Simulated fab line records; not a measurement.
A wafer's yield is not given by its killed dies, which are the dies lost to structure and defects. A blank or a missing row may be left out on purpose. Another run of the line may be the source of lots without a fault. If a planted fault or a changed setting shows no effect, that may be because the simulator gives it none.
One fault through the eyes of 2 desks + flow gf180mcu + each desk has only its own numbers; what lay behind them comes last

AT THE METROLOGY DESK
What the gauges read, lot by lot, whatever tool the lot ran on: means of the sampled wafers that have a number. The brackets show how far a lot's mean lies from the usual mean; more than 4 standard deviations puts the lot out of limits, marked OUT.
Columns: A = POLY_GATE_CVD_00_THK at GF_POLY_GATE_THK_MEAS_01, usual 194.9 nm; B = cd-nm at GF_POLY_GATE_CD_MEAS_10, usual 279.8 nm; C = POLY_GATE_OVL at GF_POLY_GATE_OVL_MEAS_11, usual 3 nm
| lot  | first seen here | A     | B     | C  |
|------|-----------------|-------|-------|----|
| L162 | day 8 07:59     | 191.1 | 279.7 | 6  |
| L163 | day 8 15:02     | 194.7 | 281.4 | 11 |
| L172 | day 12 01:13    | 195.2 | 279.6 | -7 |
| L173 | day 12 07:10    | 194.5 | 278.9 | -4 |
| L183 | day 14 12:53    | 193.4 | 279.4 | 2  |
| L185 | day 15 04:20    | 194.1 | 279.4 | 8  |
Result from this desk: across the 6 lots, nothing is out of limits.

THE TOOL OWNER'S DESK: rie-si-02
The tool's own readings at GF_POLY_GATE_ETCH_13 (etches poly-Si in HBr/Cl2, stops on SiO2, target depth 198.5 nm, time 69.6 s): means of the sampled wafers that have a number, for each lot that ran on this tool. The brackets show how far a lot's mean lies from the usual mean; more than 4 standard deviations puts the lot out of limits, marked OUT.
Columns: A = drypump-motor-current-A at GF_POLY_GATE_ETCH_13, usual 5.8 A; B = mfc-cl2-sccm at GF_POLY_GATE_ETCH_13, usual 50.01 sccm; C = oes-product-au at GF_POLY_GATE_ETCH_13, usual 0.977 a.u.; D = throttle-valve-pct at GF_POLY_GATE_ETCH_13, usual 33.684 %
| lot  | first seen here | A   | B     | C     | D      |
|------|-----------------|-----|-------|-------|--------|
| L162 | day 9 00:26     | 5.5 | 49.97 | 0.967 | 33.677 |
| L163 | day 9 07:57     | 5.9 | 50.00 | 0.983 | 33.683 |
| L172 | day 12 20:51    | 5.9 | 49.90 | 0.954 | 33.684 |
| L173 | day 13 02:26    | 5.8 | 50.10 | 0.951 | 33.681 |
| L185 | day 16 02:20    | 5.8 | 50.07 | 0.973 | 33.679 |
Result from this desk: across the 5 lots, nothing is out of limits.

ALL TOGETHER
At the metrology desk, nothing out of limits was observed.
The desk of the tool owner found nothing out of limits.

WHAT HAD BEEN PUT IN BY THE SIMULATOR
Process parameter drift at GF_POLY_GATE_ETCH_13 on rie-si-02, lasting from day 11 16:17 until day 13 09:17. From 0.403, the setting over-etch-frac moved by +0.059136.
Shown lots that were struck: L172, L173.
